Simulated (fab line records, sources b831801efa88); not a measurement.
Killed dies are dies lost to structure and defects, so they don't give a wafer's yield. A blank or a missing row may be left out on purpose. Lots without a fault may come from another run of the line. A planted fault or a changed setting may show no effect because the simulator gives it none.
Which tool did it? | flow sky130 | 12 lots, 36 wafers sampled, at 1 step of a route of 708

WHAT THE GAUGES READ, wafer by wafer
SKY_VIA1_BOW_MEAS_03.
lot  | measured     | on            | VIA1_BOW (um)
L075 | day 33 11:30 | film_metro-03 | 89 81 80
L077 | day 34 02:29 | film_metro-01 | 73 92 72
L080 | day 35 00:20 | film_metro-02 | 78 82 79
L081 | day 35 19:10 | film_metro-02 | 81 82 78
L083 | day 36 07:31 | film_metro-01 | 90 75 76
L085 | day 36 16:47 | film_metro-02 | 77 72 89
L087 | day 37 06:10 | film_metro-02 | 80 83 93
L089 | day 37 22:53 | film_metro-03 | 95 85 76
L092 | day 38 20:54 | film_metro-03 | 70 78 71
L093 | day 39 04:49 | film_metro-02 | 83 91 74
L095 | day 39 13:58 | film_metro-01 | 80 86 81
L097 | day 40 05:56 | film_metro-01 | 76 68 74

WHICH TOOL RAN EACH LOT (tool, then ch and the chambers of the sampled wafers, then the start)
The record holds no process step before these readings.

THE ANSWER, worked out from the rows above alone
Rule: what is usual is taken from the lots themselves. Put in order of their means at a reading, lots are off if they are a third of the lots or fewer, leave a main group of 4 or more, and stand apart from it by a gap of 3 or more times the standard deviation of the main group's means; of several such gaps the widest counts. A main group whose means are all the same, to the digits that the tables above print for the reading, isn't used. A lot without any number at a reading at which 4 lots or more have one is off too. The other lots that the step has rows for count as sound.
No lot is off at any reading shown: from this, nothing can be told.

WHAT THE SIMULATOR HAD PUT IN
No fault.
